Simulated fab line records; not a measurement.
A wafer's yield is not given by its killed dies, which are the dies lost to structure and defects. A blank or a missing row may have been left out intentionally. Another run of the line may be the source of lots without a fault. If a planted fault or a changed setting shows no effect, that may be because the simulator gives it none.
A lot that was struck, set against a sound lot ; flow sky130 ; 17 steps out of a route of 708
Sound: these wafers, L713.2, L713.5, L713.6. The struck wafers were L710.2, L710.4, L710.5. The cause comes at the end.
Order at every step that has rows: each side's tool, ch and its chambers, its first start. Under that, the readings that differ: sound wafers ; struck wafers ; difference of the means ; sigmas: that difference in standard deviations of wafers without a fault.
alike: a reading whose means differ by less than 2 such deviations, as well as words and numbers matching on both sides. not compared: withheld readings; readings where some wafer has no value; bounds like >300 that might hide an equal value; numbers whose values overlap and for which the record gives no deviation.
A row with sigmas, a row that says differs or no value, or rows on one side alone: a step with any of these is where the two part. Numbers that have no deviation but don't overlap get no sigmas and don't part them. A reading that every wafer of one side lacks parts them only if that side has two wafers or more.

SKY_FIELD_ISO_ETCH_15: etches the open film in CHF3/O2, stops on Si, target depth 180 nm, time 72 s.
  sound on rie-diel-02 ch 0,1,2, day 5 01:00; struck on rie-diel-02 ch 0,1,3, day 4 09:19
  alike: drypump-motor-current-A, oes-product-au, throttle-valve-pct
  not compared: rf-hours-counter-h
SKY_FIELD_ISO_STRIP_16: strips in O2/N2.
  sound on plasma-asher-02 ch 0,1, day 5 01:04; struck on plasma-asher-03 ch 0,1, day 4 09:23
  alike: drypump-motor-current-A, oes-product-au, strip-time-to-endpoint-s
  not compared: rf-hours-counter-h
SKY_FIELD_ISO_ETCH_17: etches Si in HBr/Cl2/O2, target depth 342 nm, time 97.7 s.
  sound on rie-si-02 ch 0,1,3, day 5 01:10; struck on rie-si-02 ch 0,2,3, day 4 09:29
  alike: drypump-motor-current-A, he-backside-leak-sccm, mfc-cl2-sccm, oes-product-au, throttle-valve-pct
  not compared: rf-hours-counter-h
then, 5 steps without rows for these wafers: SKY_FIELD_ISO_WET_ETCH_18 (etches Si3N4 in H3PO4, target depth 25 nm, time 286 s); SKY_FIELD_ISO_CLEAN_19 (cleans in SC1/SC2, time 150 s); SKY_FIELD_ISO_CLEAN_20 (cleans in dHF, time 20 s); SKY_FIELD_ISO_WET_ETCH_21 (etches SiO2 in dHF, target depth 20 nm, time 400 s); SKY_FIELD_ISO_OXIDATION_22 (stabilise 600 s, purge 300 s, target thk 10 nm).
SKY_FIELD_ISO_THK_MEAS_23:
  sound on film-metro-04 at day 5 03:07; struck on film-metro-03 at day 4 11:53
  alike: FIELD_ISO_OXIDATION_01_THK
then, 1 step without rows for these wafers: SKY_FIELD_ISO_CVD_24 (deposits SiO2, target thk 595 nm, time 99.2 s).
SKY_FIELD_ISO_THK_MEAS_25:
  sound on film-metro-01 at day 5 03:15; struck on film-metro-04 at day 4 12:01
  alike: FIELD_ISO_CVD_24_THK
then, 1 step without rows for these wafers: SKY_FIELD_ISO_ANNEAL_26 (time 1800 s).
SKY_FIELD_ISO_CMP_27: polishes, stops on Si3N4, t overpolish 16 s, target thk 457.8 nm.
  sound on cmp-01 ch 0,1,3, day 5 06:03; struck on cmp-02 ch 0,1, day 4 13:34
  no value came back on the struck wafers for any of 6 readings (edge-zone-pressure-frac, head-pressure-psi (psi) and others); on the sound wafers edge-zone-pressure-frac reads 1.011 0.992 1.009
reading;sound;struck;difference;sigmas
model.SiO2_of_FIELD_ISO_CVD_24.thk-nm (nm);457.3 456.7 459.2;601 601.4 601.1;+143;
then, 2 steps without rows for these wafers: SKY_FIELD_ISO_WET_ETCH_28 (etches SiO2 in dHF, target depth 23.7 nm, time 47 s); SKY_FIELD_ISO_WET_ETCH_29 (etches Si3N4 in H3PO4, target depth 160 nm, time 1825 s).
SKY_FIELD_ISO_WET_ETCH_30: etches SiO2 in dHF, target depth 25 nm, time 50 s.
  sound on wet-bench-04 ch 2, day 5 06:47; struck on wet-bench-03 ch 2, day 4 14:24
reading;sound;struck;difference;sigmas
model.SiO2_of_FIELD_ISO_CVD_24.thk-nm (nm);404 403.6 406.1;547.9 548.3 548;+143.5;
-- here the record skips 41 days between the struck wafers' starts before and after, leaving off in module FIELD_ISO and picking up in module PAD_OPEN (first step shown: number 708 of the route) --
SKY_PAD_OPEN_PROBE_99:
  sound on prober-02 at day 46 17:45; struck on prober-02 at day 45 22:52
reading;sound;struck;difference;sigmas
killed-at-front-end;24 16 15;419 421 412;+399;+87
killed-dies;85 78 97;492 492 492;+405;+44
killed-on-rim;15 17 23;96 96 96;+78;+19
  alike: killed_at_M0_to_M3, killed_at_M4_up, killed-at-contacts, killed-at-other, killed-open, killed-short

## WHERE THEY PART
At SKY_FIELD_ISO_CMP_27 first; at SKY_PAD_OPEN_PROBE_99 last (within this record only).

WHY: whatever the simulator had introduced
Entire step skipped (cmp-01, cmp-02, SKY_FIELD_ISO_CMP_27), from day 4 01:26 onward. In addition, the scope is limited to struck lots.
